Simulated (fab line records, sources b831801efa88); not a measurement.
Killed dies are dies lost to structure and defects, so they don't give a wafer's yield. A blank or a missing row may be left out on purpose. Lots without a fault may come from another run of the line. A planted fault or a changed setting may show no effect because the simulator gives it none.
Which tool did it? | flow sky130 | 12 lots, 36 wafers sampled, at 2 steps of a route of 708

WHAT THE GAUGES READ, wafer by wafer
SKY_METAL3_CD_MEAS_13: target cd 300 nm. Usual: cd_nm 299.7 nm, standard deviation 1.7.
lot  | measured     | on        | cd_nm (nm)        | flag
L843 | day 38 18:05 | cd_sem-02 | 301.4 300.9 302.5 |
L844 | day 38 22:22 | cd_sem-02 | 299.1 298.4 298.0 |
L846 | day 39 00:23 | cd_sem-01 | 297.1 298.2 297.1 |
L845 | day 39 10:39 | cd_sem-01 | 301.0 300.0 299.8 |
L849 | day 40 18:17 | cd_sem-01 | 298.8 298.7 299.2 |
L850 | day 40 19:16 | cd_sem-02 | 297.9 298.4 299.3 |
L851 | day 40 20:30 | cd_sem-02 | 300.3 300.7 299.2 |
L853 | day 41 10:49 | cd_sem-01 | 299.1 300.7 301.1 |
L859 | day 43 13:05 | cd_sem-01 | 300.1 300.6 302.3 |
L861 | day 43 20:20 | cd_sem-01 | 299.5 298.2 300.0 |
L862 | day 43 23:22 | cd_sem-02 | 299.5 300.5 300.6 |
L863 | day 44 10:25 | cd_sem-02 | 299.6 299.8 299.5 |

SKY_VIA3_BOW_MEAS_03. Usual: VIA3_BOW 79 um, standard deviation 7.6.
lot  | measured     | on            | VIA3_BOW (um) | flag
L843 | day 38 19:41 | film_metro-03 | 76 85 90      |
L844 | day 39 00:02 | film_metro-02 | 76 76 76      |
L846 | day 39 02:01 | film_metro-02 | 63 75 75      |
L845 | day 39 12:16 | film_metro-01 | 85 76 81      |
L849 | day 40 19:56 | film_metro-02 | 79 98 70      |
L850 | day 40 20:52 | film_metro-02 | 83 87 81      |
L851 | day 40 22:06 | film_metro-02 | 75 77 85      |
L853 | day 41 12:25 | film_metro-01 | 79 91 82      |
L859 | day 43 14:46 | film_metro-03 | 82 83 73      |
L861 | day 43 21:56 | film_metro-01 | 67 89 80      |
L862 | day 44 00:58 | film_metro-03 | 81 64 85      |
L863 | day 44 12:01 | film_metro-02 | 73 80 81      |

WHICH TOOL RAN EACH LOT (tool, then ch and the chambers of the sampled wafers, then the start)
The record holds no process step before these readings.

WHAT THE TOOLS THEMSELVES READ (means of the sampled wafers that have a number; where no wafer has one, the mark that the record gives instead)
The record holds no such reading with a usual standard deviation.

THE ANSWER, worked out from the rows above alone
Rule: a lot is off if the mean of its wafers that have a number lies more than 3 standard deviations from the usual mean. A lot without any number at a reading at which 4 lots or more have one is off too. The other lots that the step has rows for count as sound. The gauges are gone through in route order, then the tools' own readings, and for those a lot's mean is taken as printed above. The first step at which some lot is off is used, and at that step the reading that is off furthest; a lot without a number counts as furthest.
No lot is off at any reading shown: from this, nothing can be told.

WHAT THE SIMULATOR HAD PUT IN
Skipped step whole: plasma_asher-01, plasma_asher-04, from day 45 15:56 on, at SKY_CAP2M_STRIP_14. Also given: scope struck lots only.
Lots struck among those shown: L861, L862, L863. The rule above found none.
